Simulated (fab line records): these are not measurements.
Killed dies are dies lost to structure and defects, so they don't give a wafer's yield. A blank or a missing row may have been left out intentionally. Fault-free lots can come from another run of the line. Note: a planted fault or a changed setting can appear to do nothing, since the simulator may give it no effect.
A lot that was struck, set against a sound lot	flow sky130	36 steps out of a route of 708
Sound: the wafers L451.1, L451.2, L451.5. Struck: wafers L460.3, L460.4, L460.6. The cause comes at the end.
For every step that has rows: the tool of each side, followed by ch and its chambers, followed by its first start. Under that, the readings that differ: sound wafers	struck wafers	difference of the means	sigmas: that difference in standard deviations of wafers without a fault.
alike: same words and numbers on both sides, and readings whose means sit less than 2 such deviations apart. not compared: any withheld reading, any reading some wafer has no value for, any bound like >300 that may hide the same value, and any number with overlapping values for which the record gives no deviation.
The two part at a step that has a row with sigmas, a row that says differs or no value, or rows on one side only. Numbers that have no deviation but don't overlap get no sigmas and don't part them. A reading that every wafer of one side lacks parts them only if that side has two wafers or more.

first, 10 steps without rows for these wafers: SKY_GATE_OXIDE_COAT_05 (resist thk 1140 nm); SKY_GATE_OXIDE_SOFTBAKE_06 (time 60 s); SKY_GATE_OXIDE_EXPOSE_07 (exposes mask LVOM, target cd 600 nm); SKY_GATE_OXIDE_PEB_08; SKY_GATE_OXIDE_DEVELOP_09 (develop time 58.9 s); SKY_GATE_OXIDE_IMPLANT_11; SKY_GATE_OXIDE_WET_ETCH_12 (etches SiO2 in dHF, target depth 16.8 nm, time 336 s); SKY_GATE_OXIDE_STRIP_13 (strips in O2/N2); SKY_GATE_OXIDE_CLEAN_15 (cleans in SC1/SC2, time 150 s); SKY_GATE_OXIDE_OXIDATION_16 (stabilise 600 s, purge 300 s, target thk 3.57 nm).
SKY_POLY_GATE_CVD_00: deposits poly-Si, target thk 180 nm, time 720 s.
  sound on lpcvd-01 ch 0, day 15 12:13; struck on lpcvd-01 ch 0, day 18 18:46
reading	sound	struck	difference	sigmas
model.poly-Si_of_POLY_GATE_CVD_00.thk_nm (nm)	178.6 180.5 179	107 108 108.2	-72	
  alike: spike_tc_lower_C, zone_power_top_pct, zone_power_upper_pct
SKY_POLY_GATE_THK_MEAS_01:
  struck on film_metro-02, day 18 19:59; sound on film_metro-04, day 15 13:25
reading	sound	struck	difference	sigmas
POLY_GATE_CVD_00_THK (nm)	178.7 180.6 178.9	106.9 108.1 108.2	-71.7	-38
then, 9 steps without rows for these wafers: SKY_RES_PROTECT_DEHYDRATE_00 (time 60 s); SKY_RES_PROTECT_HMDS_01 (prime time 60 s); SKY_RES_PROTECT_COAT_02 (resist thk 1140 nm); SKY_RES_PROTECT_SOFTBAKE_03 (time 60 s); SKY_RES_PROTECT_EXPOSE_04 (exposes mask RPM, target cd 1270 nm); SKY_RES_PROTECT_PEB_05; SKY_RES_PROTECT_DEVELOP_06 (develop time 60 s); SKY_POLY_GATE_IMPLANT_02; SKY_RES_PROTECT_STRIP_07 (strips in O2/N2).
SKY_RES_PROTECT_CLEAN_09: cleans in SC1/SC2, time 150 s.
  sound on wet_bench-02 ch 3, day 16 17:12; struck on wet_bench-04 ch 0, day 20 01:47
reading	sound	struck	difference	sigmas
model.poly-Si_of_POLY_GATE_CVD_00.thk_nm (nm)	178 179.9 178.4	106.4 107.4 107.6	-71.6	
then, 11 steps without rows for these wafers: SKY_POLY_GATE_CVD_03 (deposits Si3N4 from DCS/NH3, target thk 75 nm, time 1290 s); SKY_POLY_GATE_DEHYDRATE_05 (time 60 s); SKY_POLY_GATE_HMDS_06 (prime time 60 s); SKY_POLY_GATE_COAT_07 (resist thk 110 nm); SKY_POLY_GATE_COAT_08 (resist thk 450 nm); SKY_POLY_GATE_SOFTBAKE_09 (time 90 s); SKY_POLY_GATE_EXPOSE_10 (exposes mask P1M, target cd 150 nm); SKY_POLY_GATE_PEB_11; SKY_POLY_GATE_DEVELOP_12 (develop time 60 s); SKY_POLY_GATE_ETCH_15 (etches BARC in N2/H2, stops on SiO2, time 118.5 s, target depth 110 nm); SKY_POLY_GATE_ETCH_16 (etches Si3N4 in CH3F/O2, stops on poly-Si, time 147.5 s, target depth 75 nm).
SKY_POLY_GATE_ETCH_17: etches poly-Si in HBr/Cl2, stops on SiO2, target depth 180 nm, time 70.5 s.
  sound on rie_si-01 ch 1,3, day 18 00:17; struck on rie_si-01 ch 0,1,2, day 21 10:29
reading	sound	struck	difference	sigmas
oes_product_au (a.u.)	0.978 0.991 0.978	0.700 0.709 0.709	-0.276	-34
model.etch.depth_nm (nm)	178 179.9 177	106.4 107.4 107.6	-71.2	
model.POLY_GATE.feature_depth_nm (nm)	178 179.9 177	106.4 107.4 107.6	-71.2	
  alike: bias_w, drypump_motor_current_A, throttle_valve_pct
  not compared: rf_hours_counter_h
then, 1 step without rows for these wafers: SKY_POLY_GATE_STRIP_18 (strips in O2/N2).
-- a jump in the record: the struck wafers' starts before and after are 28 days apart (it breaks off in module POLY_GATE and resumes in module PAD_OPEN, where the first step shown is number 708 of the route) --
SKY_PAD_OPEN_PROBE_99:
  struck on prober-02, day 49 03:06; sound on prober-01, day 46 20:54
reading	sound	struck	difference	sigmas
killed_at_contacts	33 29 26	18 19 15	-12	-2
killed_dies	113 102 94	78 72 89	-23	-2
model.etest.res_xhigh_po.line_ohm_um	5579 5809 5946	4912 5072 5106	-748	
model.etest.pfet_01v8.r_on_ohm_um	2994 2951 2997	3739 3492 3494	+594	
model.etest.tip_p.rs_ohm_sq	6995 6975 6980	7527 7378 7440	+465	
model.etest.res_high_po.line_ohm_um	722.9 746.4 754.1	1047 1068 1093	+328	
model.etest.res_poly.line_ohm_um	492 512.2 515.6	772.9 802.3 784.7	+280.0	
model.etest.res_xhigh_po.rs_ohm_sq	1940 2045 2076	1718 1762 1812	-256	
model.etest.tip_sonos.rs_ohm_sq	2632 2621 2669	2404 2424 2433	-220	
model.etest.res_pwde_under_gate.rs_ohm_sq	6207 6163 6142	6382 6367 6298	+178	
  alike: killed_at_M0_to_M3, killed_at_M4_up, killed_at_front_end, killed_at_other, killed_open, killed_short

WHERE THEY PART
First at SKY_POLY_GATE_THK_MEAS_01; last, within this record, at SKY_PAD_OPEN_PROBE_99.

WHY: the cause the simulator had injected
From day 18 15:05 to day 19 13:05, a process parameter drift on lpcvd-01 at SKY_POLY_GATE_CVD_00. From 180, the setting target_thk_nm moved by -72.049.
